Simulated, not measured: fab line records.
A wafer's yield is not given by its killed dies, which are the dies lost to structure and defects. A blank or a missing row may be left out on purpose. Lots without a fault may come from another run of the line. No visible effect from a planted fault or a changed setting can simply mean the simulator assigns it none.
Which of the tools did it? -- flow sky130 -- Sampling: 12 lots, 35 wafers, 4 of 708 route steps

== WHAT THE GAUGES SHOWED, per wafer ==
SKY_VIA4_OVL_MEAS_11. Usual: for VIA4_OVL the level is -1.0 nm and the standard deviation is 1.6.
lot,measured,on,VIA4_OVL (nm),flag
L259,day 43 13:15,overlay-02,-0.2 -1.5 -2.6,
L260,day 43 22:21,overlay-01,-2.8 -2.0 -3.5,
L261,day 44 04:44,overlay-01,-1.3 -0.7 -0.7,
L262,day 44 11:48,overlay-01,0.7 -0.2 0.1,
L264,day 45 06:24,overlay-01,2.9 1.2 1.8,
L266,day 45 08:48,overlay-01,1.5 0.8 0.0,
L267,day 45 19:09,overlay-01,-2.7 -1.3 -0.9,
L268,day 46 01:00,overlay-02,-2.5 -1.8 -2.4,
L269,day 46 11:50,overlay-01,-1.1 -1.9 -0.9,
L270,day 46 12:16,overlay-01,-3.0 -3.0,
L271,day 46 20:15,overlay-01,-1.8 -0.7 -0.9,
L272,day 46 23:59,overlay-02,-3.9 -2.8 -6.2,

SKY_PASSIVATION_THK_MEAS_01. Usual: for PASSIVATION_CVD_00_THK the level is 89.8 nm and the standard deviation is 1.1.
lot,measured,on,PASSIVATION_CVD_00_THK (nm),flag
L259,day 44 15:06,film-metro-01,89.7 92.1 91.7,
L260,day 44 23:20,film-metro-01,89.6 89.5 89.7,
L261,day 45 05:54,film-metro-01,90.4 88.1 90.0,
L262,day 45 12:19,film-metro-04,90.3 90.7 90.2,
L264,day 46 06:20,film-metro-04,89.6 89.7 90.9,
L266,day 46 08:51,film-metro-04,89.4 92.4 90.6,
L267,day 46 17:53,film-metro-04,87.7 89.6 90.1,
L268,day 47 00:11,film-metro-01,89.8 88.4 89.9,
L269,day 47 10:34,film-metro-01,90.5 88.8 89.5,
L270,day 47 10:58,film-metro-01,91.0 90.5,
L271,day 47 17:55,film-metro-04,89.6 90.3 90.2,
L272,day 47 21:58,film-metro-02,89.2 88.6 90.2,

== WHAT TOOL EACH LOT RAN ON (gives the tool, then ch and the chambers of the sampled wafers, and finally the start) ==
lot,SKY_VIA1_HDPCVD_00,SKY_METAL5_METAL_ETCH_15
L259,"hdpcvd-02 ch 0,2, day 33 18:08","rie-metal-03 ch 0, day 44 14:02"
L260,"hdpcvd-01 ch 0,1,2, day 34 01:40","rie-metal-03 ch 0,1, day 44 22:29"
L261,"hdpcvd-01 ch 0,1,2, day 34 10:05","rie-metal-02 ch 0,1, day 45 04:56"
L262,"hdpcvd-01 ch 0,1,2, day 34 19:01","rie-metal-02 ch 0,1, day 45 11:26"
L264,"hdpcvd-02 ch 0,1, day 35 16:56","rie-metal-02 ch 1, day 46 05:14"
L266,"hdpcvd-01 ch 0,2, day 35 20:53","rie-metal-04 ch 0,1, day 46 07:55"
L267,"hdpcvd-01 ch 0,2, day 36 08:41","rie-metal-03 ch 0,1, day 46 16:28"
L268,"hdpcvd-02 ch 0,1, day 36 17:47","rie-metal-03 ch 0,1, day 46 23:20"
L269,"hdpcvd-02 ch 0,1,2, day 37 05:26","rie-metal-02 ch 0,1, day 47 09:28"
L270,"hdpcvd-01 ch 0,1, day 37 07:14","rie-metal-04 ch 0, day 47 09:58"
L271,"hdpcvd-01 ch 0,1, day 37 14:01","rie-metal-04 ch 0,1, day 47 16:56"
L272,"hdpcvd-01 ch 1,2, day 37 20:55","rie-metal-02 ch 0,1, day 47 21:07"
- SKY_VIA1_HDPCVD_00: deposits SiO2, target thk 1030 nm, time 171.7 s.
- SKY_METAL5_METAL_ETCH_15: etches the open film in Cl2/BCl3, stops on SiO2, target depth 1260 nm, time 252 s.

== AS READ BY THE TOOLS THEMSELVES (means over the sampled wafers that have a number; for cases with no such wafer, the mark the record gives instead) ==
SKY_METAL5_METAL_ETCH_15. Usual: chamber-pressure-mTorr 10.001 mTorr, standard deviation 0.0095; drypump-motor-current-A 5.8 A, standard deviation 0.38; oes-product-au 0.895 a.u., standard deviation 0.0042; throttle-valve-pct 22.265 %, standard deviation 0.0093.
lot,tool,chamber-pressure-mTorr (mTorr),drypump-motor-current-A (A),oes-product-au (a.u.),throttle-valve-pct (%),flag
L259,rie-metal-03,10.007,5.9,0.895,22.266,
L260,rie-metal-03,9.992,5.6,0.895,22.268,
L261,rie-metal-02,10.008,6.2,0.895,22.267,
L262,rie-metal-02,9.995,6.2,0.894,22.260,
L264,rie-metal-02,9.997,6.2,0.895,22.269,
L266,rie-metal-04,10.000,5.9,0.893,22.258,
L267,rie-metal-03,9.995,5.6,0.893,22.266,
L268,rie-metal-03,10.004,5.3,0.895,22.267,
L269,rie-metal-02,10.006,6.1,0.895,22.254,
L270,rie-metal-04,10.000,5.8,0.891,22.275,
L271,rie-metal-04,9.996,5.8,0.895,22.259,
L272,rie-metal-02,9.998,6.2,0.896,22.269,

== THE ANSWER, worked out from the rows above alone ==
Rule: lot off if the mean of its wafers having a number is beyond 3 standard deviations from the usual mean. A lot without any number at a reading at which 4 lots or more have one is off too. All remaining lots with rows at the step are treated as sound. After the gauges, taken in route order, come the tools' own readings; for these a lot's mean is taken, as printed above. The first step at which some lot is off is used, and at that step the reading that is off furthest; a lot without a number counts as furthest.
No lot is off at any reading shown: from this, nothing can be told.

== WHAT WAS PUT IN BY THE SIMULATOR ==
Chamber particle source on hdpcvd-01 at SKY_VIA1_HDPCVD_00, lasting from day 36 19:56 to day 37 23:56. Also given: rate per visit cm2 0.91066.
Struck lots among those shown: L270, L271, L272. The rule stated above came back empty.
